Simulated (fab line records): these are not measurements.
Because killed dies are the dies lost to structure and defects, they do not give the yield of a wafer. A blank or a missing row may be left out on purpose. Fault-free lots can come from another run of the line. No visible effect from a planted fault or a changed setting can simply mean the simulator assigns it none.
fab line records -- flow sky130
[record] lots = 12, wafers = 35, lastDay = 50
route steps=708 shown SPACER@305 POLY_CUT@315 LI_CONTACT@362 PAD_OPEN@708
lots that met no fault: from a run of the same line without faults
startH: hours from the record's first day to the start of the lot's first wafer shown -- waitH: how many hours have passed since the lot's step before this one -- " as in the row above -- L1.1+2: one row covering several wafers at once -- - no value, or no start was given -- * or withheld: withheld -- < > ~ a bound
route shown NAME@n: NAME is a module with steps in the file, n the number in the route of the first one -- usual: mean and standard deviation over wafers with no fault -- same: alike in all rows -- chamber/n: place in a boat -- sites: readings site by site -- _std_site: the values' standard deviation -- _edge_site: inner sites' mean taken away from outer sites' mean -- radiusMm: for every site, how far away it sits from the centre of the wafer -- mask NAME#n: copy n -- behind: the most recent tool/chamber to have shaped the wafer -- hold: reason for holding the lot/hours on hold/outcome of the hold -- device: which transistor (n, p or np) failed to switch -- end of line: the same wafers' tests at the end of the route -- for a step that has no rows: nothing shown but its recipe -- killed: count of dies lost to structure and defects at first sort (not the wafer's yield) -- map: shows each die of a wafer: x if killed, . if not, _ if none is there
set.NAME: the setting the step ran with; set.NAME@STEP: the setting that earlier step ran with -- model.NAME: the simulator's own value behind a step, which no gauge read
steps of the route over a sample of lots; a table a step, a row a wafer
services: when a tool's chamber went out of use (startH, in hours from the record's first day, below 0 if earlier), for how many hours, and the reason
[[steps]]
[step SKY_SPACER_THK_MEAS_01]
[recipe] reads = Si3N4_of_SPACER_CVD_00
[usual] SPACER_CVD_00_THK = 43.3/0.36
lot.wafer,tool,chamber,startH,waitH,SPACER_CVD_00_THK[nm]
L969.4,filmMetro-04,-,546.94,0.0,43.0
L969.5,filmMetro-04,-,546.94,0.0,42.9
L969.6,filmMetro-04,-,546.94,0.0,42.7
L973.1,filmMetro-02,-,575.56,0.0,43.0
L973.2,filmMetro-02,-,575.56,0.0,43.0
L973.5,filmMetro-02,-,575.56,0.0,43.1
L974.1,filmMetro-04,-,586.28,0.1,43.6
L974.2,filmMetro-04,-,586.28,0.1,43.7
L974.6,filmMetro-04,-,586.28,0.1,43.8
L975.1,filmMetro-01,-,613.99,0.0,43.3
L975.3,filmMetro-01,-,613.99,0.0,43.3
L975.6,filmMetro-01,-,613.99,0.0,43.4
L977.3,filmMetro-04,-,618.31,0.0,43.3
L977.4,filmMetro-04,-,618.31,0.0,43.5
L977.6,filmMetro-04,-,618.31,0.0,43.4
L978.1,filmMetro-04,-,629.18,0.0,43.6
L978.4,filmMetro-04,-,629.18,0.0,43.5
L978.5,filmMetro-04,-,629.18,0.0,43.4
L980.1,filmMetro-01,-,641.42,0.0,43.8
L980.3,filmMetro-01,-,641.42,0.0,43.3
L980.4,filmMetro-01,-,641.42,0.0,43.7
L983.2,filmMetro-02,-,662.67,0.0,42.6
L983.3,filmMetro-02,-,662.67,0.0,42.3
L983.4,filmMetro-02,-,662.67,0.0,42.5
L985.2,filmMetro-04,-,683.39,0.0,43.7
L985.3,filmMetro-04,-,683.39,0.0,43.6
L985.6,filmMetro-04,-,683.39,0.0,43.9
L987.2,filmMetro-02,-,690.68,0.0,43.3
L987.3,filmMetro-02,-,690.68,0.0,43.0
L987.5,filmMetro-02,-,690.68,0.0,43.3
L986.1,filmMetro-01,-,700.16,0.0,43.4
L986.3,filmMetro-01,-,700.16,0.0,42.7
L990.1,filmMetro-02,-,714.91,0.0,43.1
L990.4,filmMetro-02,-,714.91,0.0,43.3
L990.5,filmMetro-02,-,714.91,0.0,43.5
[step SKY_POLY_CUT_CD_MEAS_08]
[recipe] targetCdNm = 270
[usual] cdNm = 270.8/1.4
lot.wafer,tool,chamber,startH,waitH,cdNm
L969.4,cdSem-01,-,576.83,-,269.0
L969.5,cdSem-01,-,576.83,-,270.5
L969.6,cdSem-01,-,576.83,-,269.0
L973.1,cdSem-02,-,604.67,-,272.2
L973.2,cdSem-02,-,604.67,-,271.6
L973.5,cdSem-02,-,604.67,-,272.3
L974.1,cdSem-02,-,615.99,-,270.0
L974.2,cdSem-02,-,615.99,-,268.9
L974.6,cdSem-02,-,615.99,-,268.6
L975.1,cdSem-01,-,642.96,-,270.5
L975.3,cdSem-01,-,642.96,-,272.5
L975.6,cdSem-01,-,642.96,-,272.4
L977.3,cdSem-01,-,646.45,-,270.3
L977.4,cdSem-01,-,646.45,-,270.4
L977.6,cdSem-01,-,646.45,-,271.1
L978.1,cdSem-01,-,657.42,-,272.8
L978.4,cdSem-01,-,657.42,-,274.9
L978.5,cdSem-01,-,657.42,-,272.7
L980.1,cdSem-01,-,669.24,-,269.6
L980.3,cdSem-01,-,669.24,-,271.4
L980.4,cdSem-01,-,669.24,-,271.0
L983.2,cdSem-01,-,690.86,-,269.1
L983.3,cdSem-01,-,690.86,-,269.6
L983.4,cdSem-01,-,690.86,-,270.2
L985.2,cdSem-01,-,710.51,-,271.0
L985.3,cdSem-01,-,710.51,-,271.0
L985.6,cdSem-01,-,710.51,-,270.9
L987.2,cdSem-01,-,718.29,-,271.7
L987.3,cdSem-01,-,718.29,-,270.8
L987.5,cdSem-01,-,718.29,-,270.6
L986.1,cdSem-02,-,728.64,-,271.1
L986.3,cdSem-02,-,728.64,-,270.0
L990.1,cdSem-02,-,742.56,-,270.2
L990.4,cdSem-02,-,742.56,-,269.8
L990.5,cdSem-02,-,742.56,-,269.2
[step SKY_LI_CONTACT_HDPCVD_00]
[recipe] material = PSG, targetThkNm = 930, sigmaOpenFrac = 0.3, timeS = 155, tempC = 600, sih4FlowSccm = 60, pressureMtorr = 6
[usual] runLengthS = 182.7/0.7, sih4FlowSccm = 59.98/0.21
lot.wafer,tool,chamber,startH,waitH,runLengthS,sih4FlowSccm
L969.4,hdpcvd-01,0,664.88,0.1,183.0,59.98
L969.5,hdpcvd-01,2,664.88,0.1,184.1,59.70
L969.6,hdpcvd-01,1,664.88,0.1,181.9,60.17
L973.1,hdpcvd-01,2,691.74,0.0,183.5,59.97
L973.2,hdpcvd-01,1,691.74,0.0,181.8,60.19
L973.5,hdpcvd-01,2,691.74,0.0,183.2,59.69
L974.1,hdpcvd-02,0,702.29,0.0,182.0,59.94
L974.2,hdpcvd-02,1,702.29,0.0,181.9,59.71
L974.6,hdpcvd-02,1,702.29,0.0,182.0,59.95
L975.1,hdpcvd-02,0,727.63,0.0,182.2,59.41
L975.3,hdpcvd-02,2,727.63,0.0,183.4,59.79
L975.6,hdpcvd-02,2,727.63,0.0,184.2,60.31
L977.3,hdpcvd-02,2,730.35,0.0,183.8,59.91
L977.4,hdpcvd-02,2,730.35,0.0,183.9,59.91
L977.6,hdpcvd-02,1,730.35,0.0,182.4,59.79
L978.1,hdpcvd-02,0,742.23,0.0,182.1,59.72
L978.4,hdpcvd-02,1,742.23,0.0,182.4,60.31
L978.5,hdpcvd-02,2,742.23,0.0,183.5,59.50
L980.1,hdpcvd-02,2,754.13,0.0,183.2,60.15
L980.3,hdpcvd-02,1,754.13,0.0,181.9,60.15
L980.4,hdpcvd-02,2,754.13,0.0,183.6,60.19
L983.2,hdpcvd-02,1,773.53,0.0,182.5,59.92
L983.3,hdpcvd-02,2,773.53,0.0,183.3,60.21
L983.4,hdpcvd-02,1,773.53,0.0,182.7,59.81
L985.2,hdpcvd-01,2,793.23,0.0,183.3,60.19
L985.3,hdpcvd-01,0,793.23,0.0,182.9,60.25
L985.6,hdpcvd-01,0,793.23,0.0,182.5,60.12
L987.2,hdpcvd-02,2,800.33,0.0,213.7,59.76
L987.3,hdpcvd-02,0,800.33,0.0,182.6,59.86
L987.5,hdpcvd-02,0,800.33,0.0,182.4,60.16
L986.1,hdpcvd-02,2,809.88,0.0,213.7,59.98
L986.3,hdpcvd-02,0,809.88,0.0,182.3,60.02
L990.1,hdpcvd-01,2,825.08,0.0,183.3,60.06
L990.4,hdpcvd-01,1,825.08,0.0,181.8,59.98
L990.5,hdpcvd-01,2,825.08,0.0,183.9,59.78
[step SKY_LI_CONTACT_THK_MEAS_01]
[recipe] reads = PSG_of_LI_CONTACT_HDPCVD_00
[usual] LI_CONTACT_HDPCVD_THK = 932/10
lot.wafer,tool,chamber,startH,waitH,LI_CONTACT_HDPCVD_THK[nm]
L969.4,filmMetro-04,-,664.96,0.0,937
L969.5,filmMetro-04,-,664.96,0.0,937
L969.6,filmMetro-04,-,664.96,0.0,942
L973.1,filmMetro-01,-,691.84,0.1,929
L973.2,filmMetro-01,-,691.84,0.1,934
L973.5,filmMetro-01,-,691.84,0.1,932
L974.1,filmMetro-01,-,702.39,0.1,931
L974.2,filmMetro-01,-,702.39,0.1,951
L974.6,filmMetro-01,-,702.39,0.1,945
L975.1,filmMetro-03,-,727.73,0.1,921
L975.3,filmMetro-03,-,727.73,0.1,924
L975.6,filmMetro-03,-,727.73,0.1,916
L977.3,filmMetro-03,-,730.47,0.1,939
L977.4,filmMetro-03,-,730.47,0.1,928
L977.6,filmMetro-03,-,730.47,0.1,942
L978.1,filmMetro-01,-,742.33,0.1,933
L978.4,filmMetro-01,-,742.33,0.1,934
L978.5,filmMetro-01,-,742.33,0.1,929
L980.1,filmMetro-03,-,754.23,0.1,934
L980.3,filmMetro-03,-,754.23,0.1,926
L980.4,filmMetro-03,-,754.23,0.1,915
L983.2,filmMetro-04,-,773.64,0.1,946
L983.3,filmMetro-04,-,773.64,0.1,941
L983.4,filmMetro-04,-,773.64,0.1,951
L985.2,filmMetro-04,-,793.34,0.1,924
L985.3,filmMetro-04,-,793.34,0.1,919
L985.6,filmMetro-04,-,793.34,0.1,906
L987.2,filmMetro-03,-,800.44,0.1,1112
L987.3,filmMetro-03,-,800.44,0.1,939
L987.5,filmMetro-03,-,800.44,0.1,935
L986.1,filmMetro-04,-,809.98,0.1,1132
L986.3,filmMetro-04,-,809.98,0.1,947
L990.1,filmMetro-04,-,825.18,0.1,942
L990.4,filmMetro-04,-,825.18,0.1,947
L990.5,filmMetro-04,-,825.18,0.1,932
[step SKY_LI_CONTACT_CMP_02]
[recipe] material = PSG, downForcePsi = 4, platenRpm = 60, padVelocityMS = 0.94248
[usual] headPressurePsi = 4.000/0.0079, motorCurrentA = 12.3/1.8, timeToEndpointS = 31/3.3
lot.wafer,tool,chamber,startH,waitH,headPressurePsi,motorCurrentA,timeToEndpointS
L969.4,cmp-01,1,665.09,0.1,4.004,15.2,29
L969.5,cmp-01,3,665.09,0.1,3.997,12.5,30
L969.6,cmp-01,0,665.09,0.1,3.981,12.6,25
L973.2,cmp-01,3,691.95,0.1,4.009,12.7,33
L973.1,cmp-01,0,691.95,0.1,4.002,12.8,28
L973.5,cmp-01,3,691.95,0.1,3.998,13.3,34
L974.2,cmp-01,2,702.55,0.1,4.003,8.8,29
L974.1,cmp-01,3,702.55,0.1,3.987,13.5,34
L974.6,cmp-01,1,702.55,0.1,4.015,14.7,34
L975.1,cmp-02,0,727.79,0.1,4.003,10.8,39
L975.3,cmp-02,3,727.79,0.1,4.003,12.2,30
L975.6,cmp-02,1,727.79,0.1,3.996,12.1,32
L977.3,cmp-02,1,730.51,0.0,4.011,12.2,35
L977.4,cmp-02,0,730.51,0.0,4.012,10.5,38
L977.6,cmp-02,2,730.51,0.0,4.010,13.7,38
L978.1,cmp-02,2,742.49,0.1,4.002,13.8,33
L978.4,cmp-02,3,742.49,0.1,3.991,11.5,28
L978.5,cmp-02,1,742.49,0.1,3.989,12.7,31
L980.3,cmp-02,1,754.29,0.0,4.001,12.5,30
L980.4,cmp-02,2,754.29,0.0,4.004,13.8,31
L980.1,cmp-02,0,754.29,0.0,4.010,11.7,34
L983.3,cmp-02,3,773.69,0.0,3.997,11.8,30
L983.4,cmp-02,0,773.69,0.0,3.981,11.0,35
L983.2,cmp-02,2,773.69,0.0,3.989,13.8,36
L985.3,cmp-01,2,793.39,0.0,4.001,9.6,25
L985.2,cmp-01,0,793.39,0.0,3.993,13.4,28
L985.6,cmp-01,3,793.39,0.0,4.017,13.0,32
L987.3,cmp-02,1,800.49,0.0,3.984,12.3,33
L987.2,cmp-02,3,800.49,0.0,3.993,12.4,47
L987.5,cmp-02,2,800.49,0.0,4.010,13.9,37
L986.1,cmp-01,3,810.18,0.2,4.014,13.5,51
L986.3,cmp-01,0,810.18,0.2,3.999,12.9,29
L990.1,cmp-01,2,825.24,0.1,4.005,9.0,30
L990.4,cmp-01,3,825.24,0.1,4.001,12.7,33
L990.5,cmp-01,3,825.24,0.1,4.008,12.5,29
[step SKY_LI_CONTACT_THK_MEAS_23]
[recipe] thkMeasGauge = xrf, reads = W_of_LI_CONTACT_CVD_21
[usual] LI_CONTACT_W_THK = 402/5.4
lot.wafer,tool,chamber,startH,waitH,LI_CONTACT_W_THK[nm]
L969.4,filmMetro-01,-,694.48,0.1,405
L969.5,filmMetro-01,-,694.48,0.1,402
L969.6,filmMetro-01,-,694.48,0.1,407
L973.1,filmMetro-03,-,721.31,0.1,403
L973.2,filmMetro-03,-,721.31,0.1,408
L973.5,filmMetro-03,-,721.31,0.1,408
L974.1,filmMetro-03,-,731.03,0.1,409
L974.2,filmMetro-03,-,731.03,0.1,407
L974.6,filmMetro-03,-,731.03,0.1,402
L975.1,filmMetro-04,-,755.48,0.1,396
L975.3,filmMetro-04,-,755.48,0.1,398
L975.6,filmMetro-04,-,755.48,0.1,389
L977.3,filmMetro-04,-,759.42,0.1,400
L977.4,filmMetro-04,-,759.42,0.1,403
L977.6,filmMetro-04,-,759.42,0.1,394
L978.1,filmMetro-01,-,770.84,0.1,390
L978.4,filmMetro-01,-,770.84,0.1,389
L978.5,filmMetro-01,-,770.84,0.1,397
L980.1,filmMetro-03,-,782.57,0.1,390
L980.3,filmMetro-03,-,782.57,0.1,392
L980.4,filmMetro-03,-,782.57,0.1,398
L983.2,filmMetro-01,-,801.10,0.1,412
L983.3,filmMetro-01,-,801.10,0.1,404
L983.4,filmMetro-01,-,801.10,0.1,411
L985.2,filmMetro-04,-,821.38,0.1,401
L985.3,filmMetro-04,-,821.38,0.1,397
L985.6,filmMetro-04,-,821.38,0.1,402
L987.2,filmMetro-01,-,828.43,0.1,402
L987.3,filmMetro-01,-,828.43,0.1,401
L987.5,filmMetro-01,-,828.43,0.1,401
L986.1,filmMetro-03,-,837.42,0.1,396
L986.3,filmMetro-03,-,837.42,0.1,392
L990.1,filmMetro-01,-,853.43,0.1,397
L990.4,filmMetro-01,-,853.43,0.1,402
L990.5,filmMetro-01,-,853.43,0.1,400
[step SKY_PAD_OPEN_PROBE_99]
[usual] killed_at_M0_to_M3 = 43/7.2, killed_at_M4_up = 3.2/1.8, killedAtContacts = 23/5.6, killedAtFrontEnd = 15/4.6, killedAtOther = 0.3/0.71, killedDies = 85/10, killedOpen = 46/7.8, killedShort = 38/6.5
[same] grossDies = 492, killedAtBackSide = 0
lot.wafer,tool,chamber,startH,waitH,killed_at_M0_to_M3,killed_at_M4_up,killedAtContacts,killedAtFrontEnd,killedAtOther,killedDies,killedOpen,killedShort
L983.2,prober-01,-,1165.49,0.1,35,3,25,14,0,77,38,38
L983.3,prober-01,-,1165.54,0.2,46,3,29,14,1,93,49,43
L983.4,prober-01,-,1165.59,0.2,40,2,22,9,1,74,46,27
// killed by level:class
L983.2 LI_CONTACT:geometricParticle:open=8 VIA3:geometricParticle:open=7 VIA1:geometricParticle:open=7 VIA1:geometricParticle:short=6 CONTACT:geometricParticle:open=6 LI_CONTACT:geometricParticle:short=4 LOCAL_INTERCONNECT:geometricParticle:short=4 METAL3:geometricParticle:short=4
L983.3 VIA1:geometricParticle:open=11 LI_CONTACT:geometricParticle:open=9 METAL1:geometricParticle:short=7 LOCAL_INTERCONNECT:geometricParticle:short=6 CONTACT:geometricParticle:open=6 VIA2:geometricParticle:open=6 VIA1:geometricParticle:short=5 LI_CONTACT:geometricParticle:short=5
L983.4 VIA1:geometricParticle:open=15 CONTACT:geometricParticle:open=7 LI_CONTACT:geometricParticle:open=6 VIA3:geometricParticle:open=6 CONTACT:geometricParticle:short=5 VIA2:geometricParticle:open=5 POLY_GATE:geometricParticle:open=3 METAL2:geometricParticle:short=3
[[services]]
tool,chamber,startH,hours,kind
hdpcvd-02,-,650.75,15.0,pm
hdpcvd-02,0,650.75,15.0,ventCycle
hdpcvd-02,1,650.75,15.0,ventCycle
hdpcvd-02,2,650.75,15.0,ventCycle
cmp-02,-,662.84,1.3,repair
cmp-02,-,663.47,1.7,repair
hdpcvd-02,0,665.75,-,clean
hdpcvd-02,1,665.75,-,clean
hdpcvd-02,2,665.75,-,clean
cmp-02,-,667.24,0.3,repair
cmp-01,-,687.71,4.1,repair
cmp-02,-,691.79,5.6,pm
cmp-02,-,733.83,5.2,pm
cmp-02,-,744.04,4.0,pm
cmp-02,-,748.04,-,consumableReplace:conditioner
cmp-02,-,748.04,-,consumableReplace:pad
hdpcvd-01,0,749.68,2.0,repair
hdpcvd-02,-,766.41,2.8,repair
cmp-01,-,782.30,0.8,repair
cmp-01,-,797.15,2.5,repair
cmp-01,-,805.97,0.5,repair
[[key]]
[firstSign] step = SKY_LI_CONTACT_HDPCVD_00, reading = runLengthS, direction = up, sigmas = 45, usual = *, struck = *
[effect] step = SKY_LI_CONTACT_THK_MEAS_01, reading = LI_CONTACT_HDPCVD_THK, direction = up, sigmas = 19, usual = 932, struck = 1122
[effect] step = SKY_LI_CONTACT_CMP_02, reading = timeToEndpointS, direction = up, sigmas = 5.6, usual = *, struck = *
metAt SKY_LI_CONTACT_HDPCVD_00
struckLots L986,L987
struckWafers L986.1,L987.2
testerLeftOut L986,L987
notActingAt SKY_SPACER_THK_MEAS_01,SKY_POLY_CUT_CD_MEAS_08,SKY_LI_CONTACT_THK_MEAS_23
onsetBetween 773.53 800.33
[fault] kind = processParameterDrift, tool = hdpcvd-02, chamber = 2, onsetH = 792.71, steps = SKY_LI_CONTACT_HDPCVD_00, channel = timeS, offset = *, shape = step, endH = 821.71, actsIn = *, stated = *
// testerLeftOut: of these lots the tester's yield and bins aren't shown, on N5 and GAA mostly nor the transistor test; their killed dies are dies lost to structure and defects alone, not to doping, threshold or leakage, so they don't give the yield
